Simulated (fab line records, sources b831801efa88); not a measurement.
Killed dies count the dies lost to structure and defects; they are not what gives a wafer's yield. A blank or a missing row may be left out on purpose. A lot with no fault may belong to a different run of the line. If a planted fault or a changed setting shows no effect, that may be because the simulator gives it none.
Code-filled problem report in 8D (eight disciplines) form -- flow sfqLine -- the parts of the form that need people (team, actions taken, sign-off) are left out

## 1. WHAT WENT WRONG
exposureDoseMJCm2 at SFQ_TRILAYER_M2_LITHO_EXPOSE_058 reads a mean of 11.271 on 12 wafers of 4 lots; wafers without a fault read 14.401 with a standard deviation of 0.015. That is -99 or more standard deviations from the usual mean.
The step: exposes mask M2, target cd 500 nm.
Earliest sighting: wafer L111.1 on krfScanner-02 at day 35 09:56. At this step, 48 wafers from 16 lots have a number in the record. By rule, "out" or "out of limits" means more than 4 standard deviations away from the usual mean. The rest of the wafers with a number are treated as sound.

## 2. WHAT THIS IS AND IS NOT
question,is,is not
which readings at this step,exposureDoseMJCm2,-
which lots,"L111, L112, L113, L114","L100, L101, L102, L103, L104, L105, L107, L108, L110, L119, L122, L999"
which wafers of those lots,all that have a number,-
read on which tools,krfScanner-02,krfScanner-01
when,from day 35 09:56,"up to then (30 sound wafers); but 6 sound wafers of L119, L122 came after"

## 3. THE SUSPECTS, EACH WITH WHAT RULES IT OUT
Counting: a tool at a process step up to the reading stays a suspect if it ran every lot that is out and no sound lot after the first of them.
- krfScanner-02 at SFQ_TRILAYER_M2_LITHO_EXPOSE_058 (exposes mask M2, target cd 500 nm): kept. All lots that are out passed through it, beginning with L111 at day 35 09:56, and no sound lot followed; its final sound lot before that point was L110 at day 35 03:08. Its own readings are out on those wafers: exposureDoseMJCm2.
After counting, what remains is krfScanner-02 at SFQ_TRILAYER_M2_LITHO_EXPOSE_058.

## 4. THE CAUSE (what the simulator had put in)
Process parameters drifting: krfScanner-02 at SFQ_TRILAYER_M2_LITHO_EXPOSE_058, beginning at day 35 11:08. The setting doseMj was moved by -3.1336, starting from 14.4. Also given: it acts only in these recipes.
Counting left only this tool.

## 5. THE EFFECT CHAIN, in route order
Each row: a reading where the mean over the struck wafers with a number is more than 3 standard deviations away from the usual. Readings are gone through only where the record gives a usual standard deviation; hours: the median, over the lots, of the time from a lot's start at the first step in this table giving one to that lot's start at this step; sigmas: the change measured in usual standard deviations.
hours,step,reading,usual,on struck wafers,change,sigmas
0,SFQ_TRILAYER_M2_LITHO_EXPOSE_058,exposureDoseMJCm2,14.401,11.271,-3.130,-99 or more
The process steps in it:
- SFQ_TRILAYER_M2_LITHO_EXPOSE_058: exposes mask M2, target cd 500 nm.

## 6. WHAT WOULD HAVE CAUGHT IT SOONER
In this record the first reading out of limits was taken at day 35 09:56.
